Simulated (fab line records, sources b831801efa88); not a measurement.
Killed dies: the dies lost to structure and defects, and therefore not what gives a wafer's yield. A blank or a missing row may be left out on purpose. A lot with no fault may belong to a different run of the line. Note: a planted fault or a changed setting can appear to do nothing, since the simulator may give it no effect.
Chamber matching / flow sky130 / rie_diel-04 running SKY_LI_CONTACT_ETCH_15: 4 sister chambers
The step etches PSG in C4F8/O2/Ar, stops on Si, target depth 600 nm. 8 wafers are shown with their chamber, then 7 later ones without.

EACH WAFER AND ITS CHAMBER
wafer=L672.4; chamber=3; chamber_pressure_mTorr (mTorr)=39.99; rf_fwd_power_W (W)=1501
wafer=L677.1; chamber=3; chamber_pressure_mTorr (mTorr)=39.98; rf_fwd_power_W (W)=1489
wafer=L678.3; chamber=1; chamber_pressure_mTorr (mTorr)=39.99; rf_fwd_power_W (W)=1492
wafer=L679.1; chamber=0; chamber_pressure_mTorr (mTorr)=39.97; rf_fwd_power_W (W)=1484
wafer=L679.2; chamber=2; chamber_pressure_mTorr (mTorr)=39.94; rf_fwd_power_W (W)=1498
wafer=L679.4; chamber=2; chamber_pressure_mTorr (mTorr)=39.96; rf_fwd_power_W (W)=1496
wafer=L690.1; chamber=1; chamber_pressure_mTorr (mTorr)=39.96; rf_fwd_power_W (W)=1504
wafer=L690.5; chamber=0; chamber_pressure_mTorr (mTorr)=39.98; rf_fwd_power_W (W)=1490

WAFERS WHOSE CHAMBER IS MISSING
wafer=L690.6; chamber_pressure_mTorr (mTorr)=39.91; rf_fwd_power_W (W)=1502
wafer=L689.1; chamber_pressure_mTorr (mTorr)=39.96; rf_fwd_power_W (W)=1496
wafer=L689.2; chamber_pressure_mTorr (mTorr)=39.97; rf_fwd_power_W (W)=1495
wafer=L689.3; chamber_pressure_mTorr (mTorr)=39.98; rf_fwd_power_W (W)=1494
wafer=L694.2; chamber_pressure_mTorr (mTorr)=39.99; rf_fwd_power_W (W)=1489
wafer=L694.3; chamber_pressure_mTorr (mTorr)=40.07; rf_fwd_power_W (W)=1501
wafer=L694.5; chamber_pressure_mTorr (mTorr)=40.02; rf_fwd_power_W (W)=1490

WHICH CHAMBER EACH WENT THROUGH
wafer=L690.6; from the rows above=can't be placed: 2 or 1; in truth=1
wafer=L689.1; from the rows above=can't be placed: 2 or 1 or 0 or 3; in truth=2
wafer=L689.2; from the rows above=can't be placed: 1 or 3 or 0 or 2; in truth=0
wafer=L689.3; from the rows above=can't be placed: 3 or 1 or 0 or 2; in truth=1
wafer=L694.2; from the rows above=can't be placed: 3 or 0 or 1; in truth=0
wafer=L694.3; from the rows above=can't be placed: 3 or 1 or 0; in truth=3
wafer=L694.5; from the rows above=can't be placed: 3 or 0 or 1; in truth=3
Placed correctly: 0 of 7. Cannot be placed on the basis of these rows: 7; the candidates contain the true chamber in 7. Number placed wrongly: 0.
How it was worked out, from the rows above alone: a wafer's distance from a chamber is the root of the sum, over the readings, of the square of ((its reading less the chamber's mean) divided by the reading's scatter). If the next closest chamber is less than 2 further off than the closest, the wafer can't be placed; otherwise it belongs to the closest. The mean given for a chamber averages the wafers shown for that chamber. The scatter: the root of (the sum of the squares of (reading less its chamber's mean) over the shown wafers, divided by (wafers less chambers)).
